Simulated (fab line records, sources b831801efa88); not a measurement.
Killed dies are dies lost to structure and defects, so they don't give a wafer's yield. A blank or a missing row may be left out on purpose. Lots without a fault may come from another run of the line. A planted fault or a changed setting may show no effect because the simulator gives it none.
Which tool did it? | flow sky130 | 6 lots, 16 wafers sampled, at 2 steps of a route of 708

WHAT THE GAUGES READ, wafer by wafer
SKY_METAL3_CD_MEAS_13: target cd 300 nm.
lot  | measured     | on        | cd_nm (nm)
L296 | day 39 00:13 | cd_sem-01 | 299.3 301.2 300.8
L302 | day 40 19:58 | cd_sem-02 | 300.5 290.1
L303 | day 41 07:10 | cd_sem-01 | 301.0 290.2
L311 | day 43 05:14 | cd_sem-01 | 302.1 301.3 302.5
L315 | day 44 09:37 | cd_sem-01 | 300.1 300.1 299.6
L317 | day 44 22:42 | cd_sem-02 | 299.8 300.6 299.3

WHICH TOOL RAN EACH LOT (tool, then ch and the chambers of the sampled wafers, then the start)
lot  | SKY_METAL3_EXPOSE_10
L296 | krf_scanner-01 ch 0, day 38 11:37
L302 | krf_scanner-01 ch 0, day 40 07:38
L303 | krf_scanner-01 ch 0, day 40 19:36
L311 | krf_scanner-02 ch 0, day 42 17:29
L315 | krf_scanner-02 ch 0, day 43 23:16
L317 | krf_scanner-02 ch 0, day 44 11:28
- SKY_METAL3_EXPOSE_10: exposes mask MM3, target cd 300 nm.

THE ANSWER, worked out from the rows above alone
Rule: what is usual is taken from the lots themselves. Put in order of their means at a reading, lots are off if they are a third of the lots or fewer, leave a main group of 4 or more, and stand apart from it by a gap of 3 or more times the standard deviation of the main group's means; of several such gaps the widest counts. A main group whose means are all the same, to the digits that the tables above print for the reading, isn't used. A lot without any number at a reading at which 4 lots or more have one is off too. The other lots that the step has rows for count as sound.
Off: L302, L303, at SKY_METAL3_CD_MEAS_13 (cd_nm). The main group: mean 300.6 nm, standard deviation 0.84.
A tool fits if, at a process step before that reading, it ran every lot that is off, and no sound lot after the first of them. The gauges at SKY_METAL3_CD_MEAS_13 are tried like those tools. One fits: krf_scanner-01 at SKY_METAL3_EXPOSE_10. Its last sound lot is L296 (day 38 11:37), its first lot that is off L302 (day 40 07:38): a fault that began between those two fits.

WHAT THE SIMULATOR HAD PUT IN
Process parameter drift: krf_scanner-01, from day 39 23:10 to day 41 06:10, at SKY_METAL3_EXPOSE_10. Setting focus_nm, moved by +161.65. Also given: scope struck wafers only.
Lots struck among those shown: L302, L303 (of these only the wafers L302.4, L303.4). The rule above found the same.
